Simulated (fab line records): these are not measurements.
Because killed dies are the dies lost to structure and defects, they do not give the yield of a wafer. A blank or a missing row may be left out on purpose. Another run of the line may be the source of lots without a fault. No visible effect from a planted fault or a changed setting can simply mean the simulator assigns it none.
What tool caused it? -- flow gf180mcu -- 39 wafers from 13 lots sampled at 5 of the route's 602 steps

WHAT THE GAUGES READ, wafer by wafer
GF_PSD_RS_MEAS_14: measures by four-point-probe.
lot,measured,on,NSD_RS (ohm/sq)
L113,day 14 00:28,film metro-04,46.15 46.16 46.14
L114,day 14 11:55,film metro-04,46.09 46.16 46.16
L116,day 14 18:42,film metro-01,46.13 46.14 46.15
L117,day 15 06:11,film metro-01,46.30 46.20 46.15
L118,day 15 11:34,film metro-03,46.15 46.07 46.07
L121,day 16 18:20,film metro-01,46.18 46.16 46.18
L122,day 17 08:04,film metro-03,46.20 46.10 46.20
L123,day 17 08:33,film metro-03,46.15 46.05 46.21
L124,day 17 15:29,film metro-04,46.10 46.15 46.21
L128,day 19 17:23,film metro-01,46.23 46.15 46.25
L130,day 20 03:17,film metro-03,46.07 46.04 46.05
L132,day 20 15:20,film metro-01,46.06 46.05 46.15
L131,day 20 15:34,film metro-03,46.07 46.15 46.20

GF_SAB_CD_MEAS_09: target cd 420 nm.
lot,measured,on,cd nm (nm)
L113,day 14 20:13,cd sem-01,418.4 419.2 420.9
L114,day 15 09:53,cd sem-01,422.2 420.3 421.4
L116,day 15 16:44,cd sem-01,419.0 420.3 419.6
L117,day 16 04:26,cd sem-01,416.6 418.1 416.8
L118,day 16 10:31,cd sem-01,418.8 419.3 419.2
L121,day 17 17:23,cd sem-02,417.4 416.6 417.5
L122,day 18 07:43,cd sem-02,420.4 418.5 418.5
L123,day 18 07:57,cd sem-01,421.9 421.3 419.6
L124,day 18 15:05,cd sem-02,420.1 420.3 421.2
L128,day 20 18:06,cd sem-01,417.4 419.1 419.3
L130,day 21 03:28,cd sem-02,419.0 417.5 420.0
L132,day 21 15:43,cd sem-02,421.8 421.7 420.8
L131,day 21 15:51,cd sem-01,419.8 419.8 419.2

GF_CONTACT_THK_MEAS_03.
lot,measured,on,CONTACT_CVD_02_THK (nm)
L113,day 14 21:26,film metro-01,829 843 859
L114,day 15 11:05,film metro-02,843 841 866
L116,day 15 17:56,film metro-02,855 870 859
L117,day 16 05:37,film metro-04,836 857 870
L118,day 16 11:43,film metro-02,843 858 857
L121,day 17 18:34,film metro-02,860 852 872
L122,day 18 08:53,film metro-02,867 865 868
L123,day 18 09:10,film metro-01,854 864 870
L124,day 18 16:16,film metro-04,849 875 874
L128,day 20 19:17,film metro-01,835 846 856
L130,day 21 04:40,film metro-02,936 936 948
L132,day 21 16:55,film metro-01,885 877 888
L131,day 21 17:02,film metro-01,927 931 947

WHAT TOOL EACH LOT RAN ON (gives the tool, then ch and the chambers of the sampled wafers, and finally the start)
lot,GF_SALICIDE_SPUTTER_02,GF_CONTACT_CVD_02
L113,"pvd sputter-03, day 14 20:44","pecvd-01 ch 0,1,2, day 14 21:22"
L114,"pvd sputter-01, day 15 10:23","pecvd-02 ch 0,1, day 15 11:01"
L116,"pvd sputter-03, day 15 17:13","pecvd-01 ch 1,2, day 15 17:50"
L117,"pvd sputter-01, day 16 04:55","pecvd-01 ch 0,1,2, day 16 05:32"
L118,"pvd sputter-01, day 16 11:01","pecvd-02 ch 0,2, day 16 11:38"
L121,"pvd sputter-01, day 17 17:51","pecvd-02 ch 1,2, day 17 18:29"
L122,"pvd sputter-03, day 18 08:10","pecvd-01 ch 0,2, day 18 08:48"
L123,"pvd sputter-02, day 18 08:27","pecvd-03 ch 0,1,2, day 18 09:05"
L124,"pvd sputter-01, day 18 15:33","pecvd-01 ch 0,1,2, day 18 16:11"
L128,"pvd sputter-02, day 20 18:35","pecvd-01 ch 1,2, day 20 19:13"
L130,"pvd sputter-01, day 21 03:58","pecvd-01 ch 0,1, day 21 04:36"
L132,"pvd sputter-03, day 21 16:13","pecvd-02 ch 0,1,2, day 21 16:50"
L131,"pvd sputter-01, day 21 16:20","pecvd-01 ch 0,1, day 21 16:58"
- GF_SALICIDE_SPUTTER_02: material Co, target thk 10 nm, time 20 s.
- GF_CONTACT_CVD_02: deposits SiO2 from TEOS, target thk 860 nm, time 95.992 s.

AS READ BY THE TOOLS THEMSELVES (means over the sampled wafers that have a number; for cases with no such wafer, the mark the record gives instead)
GF_SALICIDE_SPUTTER_02.
lot,tool,cathode dc power W (W),throttle valve pct (%)
L113,pvd sputter-03,1000.11,30.0
L114,pvd sputter-01,1000.01,30.5
L116,pvd sputter-03,999.88,29.6
L117,pvd sputter-01,1000.13,30.5
L118,pvd sputter-01,999.90,30.4
L121,pvd sputter-01,1000.17,30.9
L122,pvd sputter-03,1000.03,30.1
L123,pvd sputter-02,1000.06,29.5
L124,pvd sputter-01,999.97,30.8
L128,pvd sputter-02,999.89,30.6
L130,pvd sputter-01,999.82,30.0
L132,pvd sputter-03,999.86,30.7
L131,pvd sputter-01,1000.02,30.6

GF_CONTACT_CVD_02.
lot,tool,heater power w (W)
L113,pecvd-01,608
L114,pecvd-02,666
L116,pecvd-01,600
L117,pecvd-01,586
L118,pecvd-02,747
L121,pecvd-02,793
L122,pecvd-01,635
L123,pecvd-03,652
L124,pecvd-01,606
L128,pecvd-01,551
L130,pecvd-01,531
L132,pecvd-02,761
L131,pecvd-01,527

THE ANSWER, worked out from the rows above alone
Rule: the usual values come from the lots themselves. The widest of any qualifying gaps counts: lots, ordered by their means at a reading, are off when they make up no more than a third of the lots, leave a main group of 4 or more, and stand apart from it by 3 or more times the standard deviation of that group's means. If all means in a main group match to the digits the tables above print for the reading, that group is not used. A lot without any number at a reading at which 4 lots or more have one is off too. All remaining lots with rows at the step are treated as sound. After the gauges, taken in route order, come the tools' own readings; for these a lot's mean is taken, as printed above. At the first step where some lot is off, the reading lying furthest off is the one used; lots without a number count as furthest.
Off: L130, L131, seen at GF_CONTACT_THK_MEAS_03 (CONTACT_CVD_02_THK). The main group: mean 859 nm, standard deviation 11.
If a tool, at a process step before that reading, ran all the lots that are off and no sound lot after the first of them, it fits. Gauges at GF_CONTACT_THK_MEAS_03: tried the same way as those tools. This does not decide it: 2 tools fit, namely pvd sputter-01 at GF_SALICIDE_SPUTTER_02 and pecvd-01 at GF_CONTACT_CVD_02.

WHAT THE SIMULATOR PUT IN
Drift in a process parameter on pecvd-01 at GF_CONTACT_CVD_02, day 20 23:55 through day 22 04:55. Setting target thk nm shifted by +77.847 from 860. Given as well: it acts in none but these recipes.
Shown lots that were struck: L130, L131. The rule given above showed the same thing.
